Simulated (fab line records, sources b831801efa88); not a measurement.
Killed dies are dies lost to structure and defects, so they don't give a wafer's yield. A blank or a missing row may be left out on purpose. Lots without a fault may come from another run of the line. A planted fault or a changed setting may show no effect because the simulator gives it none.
Problem report in the 8D (eight disciplines) form, filled by code | flow sky130 | the parts of the form that need people (team, actions taken, sign-off) are left out

1. THE PROBLEM
beam_energy_keV at SKY_LDD_LDN_IMPLANT_11 reads a mean of 16.993 on 6 wafers of 2 lots; wafers without a fault read 15.000 with a standard deviation of 0.0046. That is +99 or more standard deviations from the usual mean.
First seen on wafer L754.2, day 26 22:05, on implanter-02. The record holds 42 wafers of 14 lots with a number at this step. Rule for "out", or "out of limits": more than 4 standard deviations from the usual mean. The other wafers with a number count as sound.

2. WHAT IT IS AND WHAT IT IS NOT
question                    | is                     | is not
which readings at this step | beam_energy_keV        | -
which lots                  | L754, L757             | L743, L745, L746, L747, L751, L755, L759, L762, L763, L764, L765, L766
which wafers of those lots  | all that have a number | -
read on which tools         | implanter-02           | implanter-01, implanter-03
when                        | from day 26 22:05      | up to then (15 sound wafers); but 21 sound wafers of L755, L759, L762, L763, L764, L765, L766 came after

3. SUSPECTS, AND WHAT RULES EACH OUT
Counting: a tool at a process step up to the reading stays a suspect if it ran every lot that is out and no sound lot after the first of them.
- implanter-02 at SKY_LDD_LDN_IMPLANT_11: ruled out as a lasting fault. Sound lots L764 ran on it after its first lot that is out, L754 (day 26 22:05).
Left after counting: nothing in the record.

4. THE CAUSE (what the simulator had put in)
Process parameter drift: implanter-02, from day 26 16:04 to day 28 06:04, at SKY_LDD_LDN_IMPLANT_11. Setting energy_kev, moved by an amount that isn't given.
Counting ruled it out, wrongly.

5. THE CHAIN OF EFFECTS, in route order
Each row: a reading whose mean over the struck wafers that have a number lies more than 3 standard deviations from the usual. Only readings for which the record gives a usual standard deviation are gone through. hours: the time from each lot's start at the first step in this table that gives one to its start at this step, as a median over the lots. sigmas: the change in usual standard deviations.
hours | step                   | reading         | usual  | on struck wafers | change | sigmas
0     | SKY_LDD_LDN_IMPLANT_11 | beam_energy_keV | 15.000 | 16.993           | +1.993 | +99 or more
The process steps in it:
- SKY_LDD_LDN_IMPLANT_11

6. WHAT WOULD HAVE CAUGHT IT SOONER
In this record the first reading out of limits was taken at day 26 22:05, 6 hours after the fault began at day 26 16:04.
